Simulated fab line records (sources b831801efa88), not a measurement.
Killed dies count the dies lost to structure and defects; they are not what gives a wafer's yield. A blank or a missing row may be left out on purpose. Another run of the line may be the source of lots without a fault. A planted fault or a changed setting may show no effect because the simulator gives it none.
The tool behind it: which one? ; flow gf180mcu ; Sampling: 14 lots, 42 wafers, 4 of 602 route steps

== WHAT THE GAUGES SHOWED, per wafer ==
GF_HV_LDD_THK_MEAS_57. Usual: HV_LDD_CVD_56_THK 89.9 nm, standard deviation 0.94.
lot;measured;on;HV_LDD_CVD_56_THK (nm);flag
L305;day 12 10:01;film-metro-04;88.5 88.4 88.5;
L306;day 12 19:44;film-metro-04;89.5 89.9 89.8;
L307;day 13 00:02;film-metro-04;88.7 89.0 89.2;
L312;day 14 17:19;film-metro-01;88.9 88.5 89.1;
L313;day 14 23:10;film-metro-03;90.1 89.7 90.0;
L314;day 15 14:49;film-metro-03;89.8 89.0 89.5;
L315;day 15 19:31;film-metro-01;89.9 89.4 89.9;
L316;day 16 02:35;film-metro-03;89.2 88.6 87.8;
L320;day 17 11:53;film-metro-03;89.9 89.8 89.8;
L323;day 18 16:38;film-metro-03;91.2 90.6 90.2;
L324;day 18 23:20;film-metro-01;90.8 90.9 91.4;
L326;day 19 17:10;film-metro-01;91.3 90.5 90.9;
L327;day 19 21:46;film-metro-03;92.3 91.5 92.3;
L328;day 20 06:05;film-metro-01;90.8 90.6 90.9;

GF_NSD_TW_MEAS_12. Usual: NSD_TW 4217, standard deviation 42.
lot;measured;on;NSD_TW;flag
L305;day 13 06:09;film-metro-03;4264 4275 4247;
L306;day 13 16:03;film-metro-01;4161 4190 4144;
L307;day 13 20:50;film-metro-01;4200 4183 4197;
L312;day 15 15:03;film-metro-02;4204 4216 4194;
L313;day 15 21:02;film-metro-03;4252 4258 4240;
L314;day 16 12:54;film-metro-03;4256 4268 4260;
L315;day 16 18:01;film-metro-02;4215 4197 4207;
L316;day 17 01:12;film-metro-01;4181 4181 4211;
L320;day 18 10:50;film-metro-02;4227 4244 4227;
L323;day 19 16:29;film-metro-03;4266 4249 4274;
L324;day 19 23:44;film-metro-01;4193 4193 4139;
L326;day 20 17:05;film-metro-01;4176 4161 4164;
L327;day 20 21:45;film-metro-01;4194 4186 4191;
L328;day 21 06:19;film-metro-01;4194 4195 4202;

GF_SAB_THK_MEAS_01. Usual: SAB_CVD_00_THK 50.1 nm, standard deviation 0.7.
lot;measured;on;SAB_CVD_00_THK (nm);flag
L305;day 14 03:35;film-metro-02;49.7 49.8 50.6;
L306;day 14 14:01;film-metro-01;49.4 50.1 50.4;
L307;day 14 18:11;film-metro-04;49.4 49.0 49.5;
L312;day 16 13:25;film-metro-02;50.8 52.3 50.9;
L313;day 16 20:10;film-metro-02;49.2 50.9 50.2;
L314;day 17 11:40;film-metro-01;50.0 51.3 50.7;
L315;day 17 17:46;film-metro-02;55.6 50.5 51.2;OFF
L316;day 18 00:23;film-metro-04;49.9 56.0 51.3;OFF
L320;day 19 11:43;film-metro-01;50.4 50.1 51.0;
L323;day 20 16:13;film-metro-04;49.9 50.3 51.1;
L324;day 21 00:31;film-metro-04;49.8 50.5 50.5;
L326;day 21 17:21;film-metro-02;49.7 49.3 50.4;
L327;day 21 22:41;film-metro-02;49.8 51.1 50.3;
L328;day 22 07:21;film-metro-02;51.4 51.1 50.1;

== EACH LOT AND THE TOOL THAT RAN IT (in order: tool; ch and the chambers of the sampled wafers; start) ==
lot;GF_SAB_CVD_00
L305;pecvd-01 ch 0,1, day 14 03:34
L306;pecvd-04 ch 0,1,2, day 14 13:59
L307;pecvd-01 ch 0,1,2, day 14 18:10
L312;pecvd-01 ch 0,1, day 16 13:23
L313;pecvd-04 ch 0,1,2, day 16 20:08
L314;pecvd-01 ch 0,1,2, day 17 11:38
L315;pecvd-01 ch 0,2, day 17 17:43
L316;pecvd-01 ch 1,2, day 18 00:22
L320;pecvd-04 ch 0,2, day 19 11:41
L323;pecvd-04 ch 0,1, day 20 16:11
L324;pecvd-01 ch 0,1,2, day 21 00:28
L326;pecvd-03 ch 0,2, day 21 17:19
L327;pecvd-01 ch 0,1, day 21 22:40
L328;pecvd-04 ch 0,1,2, day 22 07:19
- GF_SAB_CVD_00: deposits SiO2 from TEOS, target thk 50 nm, time 4.9302 s.

== AS READ BY THE TOOLS THEMSELVES (means over the sampled wafers that have a number; for cases with no such wafer, the mark the record gives instead) ==
GF_SAB_CVD_00. Usual: heater-power-outer-w 385 W, standard deviation 66; heater-power-w 682 W, standard deviation 110.
lot;tool;heater-power-outer-w (W);heater-power-w (W);flag
L305;pecvd-01;408;667;
L306;pecvd-04;393;708;
L307;pecvd-01;342;607;
L312;pecvd-01;344;574;
L313;pecvd-04;362;649;
L314;pecvd-01;351;629;
L315;pecvd-01;303;585;
L316;pecvd-01;379;690;
L320;pecvd-04;487;838;
L323;pecvd-04;297;550;
L324;pecvd-01;397;683;
L326;pecvd-03;412;725;
L327;pecvd-01;368;590;
L328;pecvd-04;403;706;

== THE ANSWER, worked out from the rows above alone ==
Rule: take the mean of a lot's wafers that have a number; if it is more than 3 standard deviations from the usual mean, the lot is off. Also off: a lot with no number at a reading for which 4 or more lots have one. The other lots that the step has rows for count as sound. After the gauges, taken in route order, come the tools' own readings; for these a lot's mean is taken, as printed above. The first step at which some lot is off is used, and at that step the reading that is off furthest; a lot without a number counts as furthest.
Off: at GF_SAB_THK_MEAS_01 (SAB_CVD_00_THK), L315, L316.
A tool fits if, at a process step before that reading, it ran every lot that is off, and no sound lot after the first of them. Those tools and the gauges at GF_SAB_THK_MEAS_01 are tried in the same way. None of those tried fits.

== WHAT THE SIMULATOR PUT IN ==
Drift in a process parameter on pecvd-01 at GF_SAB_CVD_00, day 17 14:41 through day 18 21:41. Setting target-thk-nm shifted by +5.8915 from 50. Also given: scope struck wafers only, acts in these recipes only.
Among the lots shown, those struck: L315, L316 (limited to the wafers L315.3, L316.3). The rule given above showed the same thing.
